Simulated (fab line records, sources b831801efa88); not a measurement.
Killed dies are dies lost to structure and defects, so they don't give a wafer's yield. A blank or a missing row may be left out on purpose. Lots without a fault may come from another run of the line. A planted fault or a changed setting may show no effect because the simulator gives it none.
Which tool did it? | flow gf180mcu | 11 lots, 32 wafers sampled, at 1 step of a route of 602

WHAT THE GAUGES READ, wafer by wafer
GF_V5_THK_MEAS_01.
lot  | measured     | on            | V5_CVD_00_THK (nm)
L345 | day 26 07:38 | film_metro-01 | 301 305 304
L347 | day 27 02:22 | film_metro-02 | 300 294 297
L349 | day 27 15:15 | film_metro-02 | 296 296 297
L350 | day 27 21:42 | film_metro-01 | 302 298 302
L352 | day 28 12:14 | film_metro-03 | 290 289 289
L353 | day 28 20:18 | film_metro-01 | 304 305 302
L354 | day 29 04:58 | film_metro-01 | 301 303 301
L361 | day 31 07:56 | film_metro-02 | 298 294
L365 | day 31 23:50 | film_metro-02 | 298 300 300
L366 | day 32 06:59 | film_metro-02 | 307 309 302
L367 | day 32 14:25 | film_metro-03 | 300 304 304

WHICH TOOL RAN EACH LOT (tool, then ch and the chambers of the sampled wafers, then the start)
The record holds no process step before these readings.

THE ANSWER, worked out from the rows above alone
Rule: what is usual is taken from the lots themselves. Put in order of their means at a reading, lots are off if they are a third of the lots or fewer, leave a main group of 4 or more, and stand apart from it by a gap of 3 or more times the standard deviation of the main group's means; of several such gaps the widest counts. A main group whose means are all the same, to the digits that the tables above print for the reading, isn't used. A lot without any number at a reading at which 4 lots or more have one is off too. The other lots that the step has rows for count as sound.
No lot is off at any reading shown: from this, nothing can be told.

WHAT THE SIMULATOR HAD PUT IN
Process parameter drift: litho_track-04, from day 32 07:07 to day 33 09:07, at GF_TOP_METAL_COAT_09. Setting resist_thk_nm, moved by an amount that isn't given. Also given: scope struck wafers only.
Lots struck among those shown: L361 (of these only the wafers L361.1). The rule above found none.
